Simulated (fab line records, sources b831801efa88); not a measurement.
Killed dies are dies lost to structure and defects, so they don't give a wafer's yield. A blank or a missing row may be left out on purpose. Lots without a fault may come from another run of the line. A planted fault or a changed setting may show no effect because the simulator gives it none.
One fault seen from 2 desks | flow sfq_line | each desk has only its own numbers; what lay behind them comes last

THE TOOL OWNER'S DESK: litho_track-04
The tool's own readings at SFQ_TRILAYER_M1_LITHO_COAT_039 (resist thk 600 nm): means of the sampled wafers that have a number, for each lot that ran on this tool. A lot is out of limits, marked OUT, if its mean lies more than 4 standard deviations from the usual mean; the brackets give that distance.
Columns: A = dispense_pressure_kPa at SFQ_TRILAYER_M1_LITHO_COAT_039, usual 53.1 kPa; B = spin_speed_rpm at SFQ_TRILAYER_M1_LITHO_COAT_039, usual 3000.0 rpm
lot  | first seen here | A    | B
L196 | day 18 19:04    | 51.0 | 2998.5
L203 | day 22 09:29    | 51.0 | 2663.4 (-99 or more) OUT
L204 | day 22 12:07    | 51.0 | 2663.0 (-99 or more) OUT
L212 | day 25 20:46    | 51.0 | 3001.6
L217 | day 27 20:25    | 51.0 | 2999.7
This desk's finding: out of limits on L203, L204; first on L203, day 22 09:29 (spin_speed_rpm at SFQ_TRILAYER_M1_LITHO_COAT_039). In limits: L196, L212, L217.

THE METROLOGY DESK
What the gauges read, lot by lot, whatever tool the lot ran on: means of the sampled wafers that have a number. A lot is out of limits, marked OUT, if its mean lies more than 4 standard deviations from the usual mean; the brackets give that distance.
Columns: A = I7_BOW at SFQ_I7_BOW_MEAS_946, usual 9 um
lot  | first seen here | A
L194 | day 81 17:58    | 3
L196 | day 82 18:23    | 18
L197 | day 82 22:46    | 1
L198 | day 83 03:09    | 7
L203 | day 84 23:14    | 10
L204 | day 85 05:08    | 22
L208 | day 86 15:28    | -4
L211 | day 87 02:44    | -1
L212 | day 87 22:38    | 15
L213 | day 88 14:28    | 5
L214 | day 88 17:31    | 17
L215 | day 92 06:42    | 11
L216 | day 93 02:17    | -2
L217 | day 93 05:15    | -3
This desk's finding: nothing out of limits on any of the 14 lots.

PUT TOGETHER
The tool owner's desk could have raised an alarm at day 22 09:29, on L203, L204.
The metrology desk saw nothing out of limits.
The metrology desk has L203, L204 on record, within its limits.
Of the lots named, all ran SFQ_TRILAYER_M1_LITHO_COAT_039 on litho_track-04.

WHAT THE SIMULATOR HAD PUT IN
Process parameter drift: litho_track-04, from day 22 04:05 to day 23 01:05, at SFQ_TRILAYER_M1_LITHO_COAT_039. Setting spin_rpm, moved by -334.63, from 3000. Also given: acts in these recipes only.
Lots struck among those shown: L203, L204.
Hours from the fault's start to each desk's first reading out of limits: the tool owner's desk, 5.
